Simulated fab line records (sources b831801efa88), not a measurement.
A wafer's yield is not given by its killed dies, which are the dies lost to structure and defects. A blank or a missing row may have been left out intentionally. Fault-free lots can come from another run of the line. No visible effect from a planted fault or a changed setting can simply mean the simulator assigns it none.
Matching of chambers + flow sky130 + SKY_CONTACT_CMP_27 on cmp-01: 4 sister chambers
The step polishes, stops on SiO2, t overpolish 15 s, target thk 0 nm. 16 wafers are shown with their chamber, then 8 later ones without.

## WAFERS WITH THEIR CHAMBER
| wafer  | chamber | motor-current-A (A) | overpolish-run-s (s) | time-to-endpoint-s (s) |
|--------|---------|---------------------|----------------------|------------------------|
| L646.1 | 2       | 12.2                | 14.984               | 81.7                   |
| L646.3 | 0       | 9.1                 | 14.996               | 78.5                   |
| L646.5 | 0       | 10.3                | 15.003               | 78.5                   |
| L647.1 | 2       | 10.9                | 14.980               | 83.1                   |
| L647.3 | 3       | 9.8                 | 14.987               | 84.1                   |
| L647.5 | 2       | 12.7                | 14.982               | 83.9                   |
| L648.2 | 1       | 11.8                | 15.004               | 84.8                   |
| L648.3 | 3       | 10.4                | 15.002               | 81.4                   |
| L648.4 | 0       | 9.6                 | 15.002               | 79.9                   |
| L649.1 | 2       | 12.2                | 14.995               | 84.6                   |
| L649.3 | 0       | 10.1                | 15.006               | 84.0                   |
| L649.6 | 3       | 10.7                | 14.996               | 86.8                   |
| L650.2 | 3       | 10.0                | 14.999               | 84.2                   |
| L650.3 | 2       | 12.5                | 14.990               | 83.2                   |
| L650.4 | 0       | 10.2                | 14.994               | 80.3                   |
| L653.2 | 3       | 10.6                | 15.006               | 83.9                   |

SIGNATURES (averages over the wafers above)
| reading            | chamber 0 | chamber 1 | chamber 2 | chamber 3 | scatter within a chamber |
|--------------------|-----------|-----------|-----------|-----------|--------------------------|
| motor-current-A    | 9.860     | 11.800    | 12.100    | 10.300    | 0.547                    |
| overpolish-run-s   | 15.00020  | 15.00400  | 14.98620  | 14.99800  | 0.00619                  |
| time-to-endpoint-s | 80.240    | 84.800    | 83.300    | 84.080    | 1.82                     |
Rule: for each reading, subtract the chamber's mean from the wafer's reading, divide by that reading's scatter and square the result; add these up over the readings and take the root, which gives the wafer's distance from the chamber. The wafer belongs to the nearest chamber; if the next one is less than 2 further off, it can't be placed. The scatter is the square root of a quotient: the sum, over the shown wafers, of each reading's squared deviation from its chamber's mean, divided by wafers minus chambers.

## WAFERS MISSING THEIR CHAMBER
| wafer  | motor-current-A (A) | overpolish-run-s (s) | time-to-endpoint-s (s) |
|--------|---------------------|----------------------|------------------------|
| L653.3 | 12.4                | 14.985               | 83.2                   |
| L653.6 | 11.3                | 14.995               | 88.4                   |
| L654.2 | 12.3                | 14.990               | 82.0                   |
| L654.3 | 10.1                | 14.997               | 89.8                   |
| L654.4 | 11.8                | 15.002               | 86.7                   |
| L669.1 | 10.4                | 15.021               | 82.3                   |
| L669.2 | 11.8                | 15.000               | 82.9                   |
| L669.5 | 10.6                | 15.012               | 84.8                   |

## THE CHAMBER EACH PASSED THROUGH
| wafer  | from the rows above          | in truth |
|--------|------------------------------|----------|
| L653.3 | 2                            | 2        |
| L653.6 | can't be placed: 1 or 3 or 2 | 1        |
| L654.2 | can't be placed: 2 or 1      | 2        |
| L654.3 | can't be placed: 3 or 1      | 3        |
| L654.4 | 1                            | 1        |
| L669.1 | can't be placed: 0 or 3 or 1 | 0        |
| L669.2 | can't be placed: 1 or 2 or 3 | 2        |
| L669.5 | can't be placed: 3 or 1 or 0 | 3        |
2 of 8 placed correctly. From these rows, 6 cannot be placed; in 6 the true chamber is one of the candidates. Number placed wrongly: 0.
